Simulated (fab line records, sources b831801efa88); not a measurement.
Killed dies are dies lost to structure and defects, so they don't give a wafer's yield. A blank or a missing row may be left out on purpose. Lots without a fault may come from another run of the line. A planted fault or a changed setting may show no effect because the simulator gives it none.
Tool commonality check | flow gf180mcu | 12 lots, 36 wafers sampled

WHY IT WAS OPENED
At GF_VT_IMPLANT_RS_MEAS_46 the reading MVSD_RS is flagged on 3 of 12 lots. Wafers without a fault read 457.0 ohm/sq, standard deviation 1.2.
Rule: a lot is flagged when every wafer of it that has a number lies more than 4 standard deviations from that mean, or none has a number. The other lots count as sound.

lot  | measured     | on            | MVSD_RS (ohm/sq), wafer by wafer | flag
L936 | day 7 15:06  | film_metro-01 | 457.1 456.2 456.6                |
L937 | day 7 19:05  | film_metro-03 | 454.8 454.2 456.4                |
L938 | day 8 02:52  | film_metro-01 | 456.5 456.2 455.8                |
L940 | day 8 15:07  | film_metro-03 | 456.9 457.1 457.6                |
L942 | day 9 06:40  | film_metro-03 | 457.6 457.5 457.6                |
L943 | day 9 11:49  | film_metro-03 | 455.3 457.7 456.3                |
L946 | day 10 09:26 | film_metro-03 | 456.1 456.4 457.0                |
L947 | day 10 16:26 | film_metro-03 | 457.0 456.3 455.0                |
L948 | day 10 22:31 | film_metro-03 | 468.1 467.0 467.0                | FLAGGED
L949 | day 11 04:01 | film_metro-04 | 468.5 467.9 469.3                | FLAGGED
L950 | day 11 09:03 | film_metro-01 | 467.8 469.0 468.1                | FLAGGED
L953 | day 12 07:14 | film_metro-01 | 458.2 459.7 458.4                |
The numbers of the flagged lots are 468.1 ohm/sq on average: +11.1 ohm/sq against the usual, or +9 standard deviations.

WHICH TOOL RAN EACH LOT
The record holds 1 process step before the reading, out of a route of 602 steps. In each cell: the tool, then ch and the chambers that the sampled wafers went through, then the start.
lot  | flag    | GF_MVSD_IMPLANT_08
L936 |         | implanter-03 ch 0, day 4 11:40
L937 |         | implanter-02 ch 0, day 4 16:05
L938 |         | implanter-02 ch 0, day 4 22:37
L940 |         | implanter-02 ch 0, day 5 09:05
L942 |         | implanter-02 ch 0, day 5 22:07
L943 |         | implanter-02 ch 0, day 6 01:37
L946 |         | implanter-04 ch 0, day 6 19:52
L947 |         | implanter-04 ch 0, day 7 03:10
L948 | FLAGGED | implanter-02 ch 0, day 7 08:02
L949 | FLAGGED | implanter-02 ch 0, day 7 12:31
L950 | FLAGGED | implanter-02 ch 0, day 7 17:24
L953 |         | implanter-04 ch 0, day 8 12:26
What these steps do:
- GF_MVSD_IMPLANT_08
- GF_VT_IMPLANT_RS_MEAS_46: measures by four-point-probe.

FLAGGED OVER TOTAL, TOOL BY TOOL (the gauges that took the reading come last)
step                     | tool          | lots run | flagged | share of the flagged lots | sound lots run after its first flagged lot
GF_MVSD_IMPLANT_08       | implanter-02  | 8        | 3       | all                       | 0
GF_MVSD_IMPLANT_08       | implanter-03  | 1        | 0       | none                      | -
GF_MVSD_IMPLANT_08       | implanter-04  | 3        | 0       | none                      | -
GF_VT_IMPLANT_RS_MEAS_46 | film_metro-01 | 4        | 1       | some                      | 1 (L953)
GF_VT_IMPLANT_RS_MEAS_46 | film_metro-03 | 7        | 1       | some                      | 0
GF_VT_IMPLANT_RS_MEAS_46 | film_metro-04 | 1        | 1       | some                      | 0

WHAT THE TABLE ALLOWS
1 row of the table ran every flagged lot: implanter-02 at GF_MVSD_IMPLANT_08.
- implanter-02 at GF_MVSD_IMPLANT_08: 3 of its 8 lots flagged. Its last sound lot is L943 (day 6 01:37), its first flagged lot L948 (day 7 08:02): a fault that began between those two fits. Its own readings lie more than 4 standard deviations out on every wafer of the flagged lots: dose_ions_cm2.
One tool is left: implanter-02 at GF_MVSD_IMPLANT_08.

WHAT THE SIMULATOR HAD PUT IN
Process parameter drift: implanter-02, from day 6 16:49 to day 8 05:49, at GF_MVSD_IMPLANT_08. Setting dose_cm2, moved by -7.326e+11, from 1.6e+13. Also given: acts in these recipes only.
Lots struck among those shown: L948, L949, L950. The rule above found the same.
